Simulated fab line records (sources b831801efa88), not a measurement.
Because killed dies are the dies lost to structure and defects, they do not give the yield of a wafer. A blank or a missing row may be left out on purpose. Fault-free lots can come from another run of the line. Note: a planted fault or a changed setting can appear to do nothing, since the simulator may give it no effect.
A struck lot beside a sound one || flow sfq line || 42 out of 325 route steps
Sound: the wafers L507.3, L507.4, L507.5. Struck: wafers L513.5, L513.6. (L513.4 of the same lot was not struck and is left out.) The cause comes at the end.
At each step with rows: each side's tool, then ch and its chambers, then its first start. Under that, the readings that differ: sound wafers || struck wafers || difference of the means || sigmas: that difference in standard deviations of wafers without a fault.
alike: same words and numbers on both sides, and readings whose means sit less than 2 such deviations apart. not compared: any withheld reading, any reading some wafer has no value for, any bound like >300 that may hide the same value, and any number with overlapping values for which the record gives no deviation.
The two part at a step that has a row with sigmas, a row that says differs or no value, or rows on one side only. Numbers that don't overlap but have no deviation are shown without sigmas and don't part them. A reading that every wafer of one side lacks parts them only if that side has two wafers or more.

first, 6 steps without rows for these wafers: SFQ_TRILAYER_I2_VIA_LITHO_COAT_072 (resist thk 62 nm); SFQ_TRILAYER_I2_VIA_LITHO_COAT_067 (resist thk 650 nm); SFQ_TRILAYER_I2_VIA_LITHO_SOFTBAKE_071; SFQ_TRILAYER_I2_VIA_LITHO_EXPOSE_068 (exposes mask I2, target cd 500 nm); SFQ_TRILAYER_I2_VIA_LITHO_PEB_070 (peb time 60 s); SFQ_TRILAYER_I2_VIA_LITHO_DEVELOP_069 (time 60 s).
SFQ_I2_OVL_MEAS_918:
  sound: overlay-02 at day 40 12:19; struck: overlay-01 at day 42 02:44
  alike: I2_OVL
SFQ_TRILAYER_I2_VIA_BARC_OPEN_VIA_ETCH_096: etches BARC in O2, target depth 125 nm, time 41.7 s.
  sound on rie diel-02 ch 0,2,3, day 40 12:20; struck on rie diel-04 ch 0,3, day 42 02:44
  alike: drypump motor current A, oes product au
  not compared: rf hours counter h
then, 1 step without rows for these wafers: SFQ_TRILAYER_I2_VIA_ETCH_VIA_ETCH_070 (etches SiO2 in CHF3, stops on Nb, target depth 260 nm).
SFQ_TRILAYER_I2_VIA_STRIP_STRIP_071: strips in O2.
  sound on rie metal-02 ch 0,1, day 40 12:42; struck on rie metal-02 ch 0,1, day 42 03:06
  alike: drypump motor current A, oes product au
  not compared: rf hours counter h
then, 2 steps without rows for these wafers: SFQ_TRILAYER_I2_VIA_STRIP_SOLV_CLEAN_072 (cleans in NMP, time 600 s); SFQ_TRILAYER_M3_DEP_PRE_CLEAN_074 (time 22.5 s).
SFQ_TRILAYER_M3_DEP_SPUTTER_073: material Nb, target thk 200 nm, time 133.3 s.
  sound: pvd sputter-04 at day 40 13:18; struck: pvd sputter-05 at day 42 03:42
{"reading": "model.Nb_of_TRILAYER_M3_DEP_SPUTTER_073.thk nm (nm)", "sound": "198.7 197.7 198.2", "struck": "208.9 212.2", "difference": "+12.4", "sigmas": ""}
  alike: cathode dc power W, chamber pressure pa, throttle valve pct
SFQ_M3_RS_MEAS_919: the measuring method here is four-point-probe.
  sound: film metro-02 at day 40 13:26; struck: film metro-01 at day 42 03:51
{"reading": "M3_NB_RS (ohm/sq)", "sound": "0.896 0.901 0.899", "struck": "0.851 0.838", "difference": -0.054, "sigmas": -6}
then, 6 steps without rows for these wafers: SFQ_TRILAYER_M3_LITHO_COAT_080 (resist thk 62 nm); SFQ_TRILAYER_M3_LITHO_COAT_075 (resist thk 600 nm); SFQ_TRILAYER_M3_LITHO_SOFTBAKE_079; SFQ_TRILAYER_M3_LITHO_EXPOSE_076 (exposes mask M3, target cd 500 nm); SFQ_TRILAYER_M3_LITHO_PEB_078 (peb time 60 s); SFQ_TRILAYER_M3_LITHO_DEVELOP_077 (time 60 s).
-- the record jumps here: 6 days lie between the struck wafers' starts before and after --
SFQ_M3_OVL_MEAS_921:
  sound: overlay-02 at day 46 17:20; struck: overlay-02 at day 47 23:56
  alike: M3_OVL
SFQ_TRILAYER_M3_BARC_OPEN_METAL_ETCH_100: etches BARC in O2, target depth 125 nm, time 41.7 s.
  sound on rie metal-03 ch 0,1, day 46 17:23; struck on rie metal-01 ch 0,1, day 47 23:58
{"reading": "drypump motor current A (A)", "sound": "6.42 6.03 6.02", "struck": "5.59 5.62", "difference": -0.55, "sigmas": -2}
  alike: oes product au
  not compared: rf hours counter h
SFQ_TRILAYER_M3_ETCH_METAL_ETCH_078: etches Nb in Cl2/Ar, stops on SiO2, target depth 240 nm, time 120 s.
  sound on rie metal-03 ch 0,1, day 46 17:30; struck on rie metal-01 ch 0,1, day 48 00:02
{"reading": "drypump motor current A (A)", "sound": "6.39 6.02 6.03", "struck": "5.58 5.60", "difference": -0.56, "sigmas": -2}
{"reading": "oes product au (a.u.)", "sound": "0.889 0.878 0.889", "struck": "0.920 0.931", "difference": "+0.040", "sigmas": "+6"}
  not compared: rf hours counter h
then, 2 steps without rows for these wafers: SFQ_TRILAYER_M3_STRIP_STRIP_079 (strips in O2); SFQ_TRILAYER_M3_STRIP_SOLV_CLEAN_080 (cleans in NMP, time 600 s).
SFQ_TRILAYER_I3_DEP_PECVD_081: deposits SiO2 from SiH4/N2O, time 111.11 s, target thk 500 nm.
  sound on pecvd-02 ch 0,1, day 46 18:35; struck on pecvd-01 ch 0,2, day 48 00:56
{"reading": "throttle valve pct (%)", "sound": "27.1 24.8 27.2", "struck": "22.4 23.1", "difference": -3.6, "sigmas": -3}
  alike: heater power outer w, heater power w
then, 1 step without rows for these wafers: SFQ_TRILAYER_I3_CMP_CMP_082 (polishes SiO2).
SFQ_I3_BOW_MEAS_922:
  sound: film metro-04 at day 46 21:43; struck: film metro-03 at day 48 06:35
  alike: I3_BOW
then, 7 steps without rows for these wafers: SFQ_TRILAYER_I3_METRO_MEASURE_083; SFQ_TRILAYER_I3_VIA_LITHO_COAT_090 (resist thk 62 nm); SFQ_TRILAYER_I3_VIA_LITHO_COAT_085 (resist thk 650 nm); SFQ_TRILAYER_I3_VIA_LITHO_SOFTBAKE_089; SFQ_TRILAYER_I3_VIA_LITHO_EXPOSE_086 (exposes mask I3, target cd 500 nm); SFQ_TRILAYER_I3_VIA_LITHO_PEB_088 (peb time 60 s); SFQ_TRILAYER_I3_VIA_LITHO_DEVELOP_087 (time 60 s).
-- the record jumps here: 3 days lie between the struck wafers' starts before and after --
SFQ_I3_OVL_MEAS_923:
  sound: overlay-01 at day 50 15:07; struck: overlay-02 at day 51 09:07
{"reading": "I3_OVL (nm)", "sound": "1 -2 -11", "struck": "8 6", "difference": "+11", "sigmas": "+2"}
then, 2 steps without rows for these wafers: SFQ_TRILAYER_I3_VIA_BARC_OPEN_VIA_ETCH_121 (etches BARC in O2, target depth 125 nm, time 41.7 s); SFQ_TRILAYER_I3_VIA_ETCH_VIA_ETCH_088 (etches SiO2 in CHF3, stops on Nb, target depth 260 nm).
SFQ_TRILAYER_I3_VIA_STRIP_STRIP_089: strips in O2.
  sound on rie metal-03 ch 0,1, day 50 15:30; struck on rie metal-03 ch 0,1, day 51 09:30
  alike: drypump motor current A, oes product au
  not compared: rf hours counter h
then, 2 steps without rows for these wafers: SFQ_TRILAYER_I3_VIA_STRIP_SOLV_CLEAN_090 (cleans in NMP, time 600 s); SFQ_TRILAYER_M4_DEP_PRE_CLEAN_092 (time 22.5 s).
-- the record jumps here: 34 days lie between the struck wafers' starts before and after --
SFQ_M8_BOW_MEAS_951:
  sound: film metro-04 at day 85 04:10; struck: film metro-02 at day 85 12:08
{"reading": "model.etest.m3.ohm um", "sound": "1.802 1.796 1.798", "struck": "1.705 1.679", "difference": -0.107, "sigmas": ""}
{"reading": "model.etest.i2.link ohm", "sound": "1.972 1.983 1.975", "struck": "1.916 1.906", "difference": -0.066, "sigmas": ""}
{"reading": "model.etest.m3.ohm sq", "sound": "0.896 0.9007 0.8985", "struck": "0.8521 0.8391", "difference": -0.0528, "sigmas": ""}
{"reading": "model.etest.i3.link ohm", "sound": "1.975 1.982 1.972", "struck": "1.917 1.918", "difference": -0.059, "sigmas": ""}
  alike: M8_BOW

WHERE THEY PART
Earliest at SFQ_M3_RS_MEAS_919; latest, in this record, at SFQ_I3_OVL_MEAS_923. Later steps at which nothing parts them and some readings are alike: SFQ_TRILAYER_I3_VIA_STRIP_STRIP_089, SFQ_M8_BOW_MEAS_951.

WHY: whatever the simulator had introduced
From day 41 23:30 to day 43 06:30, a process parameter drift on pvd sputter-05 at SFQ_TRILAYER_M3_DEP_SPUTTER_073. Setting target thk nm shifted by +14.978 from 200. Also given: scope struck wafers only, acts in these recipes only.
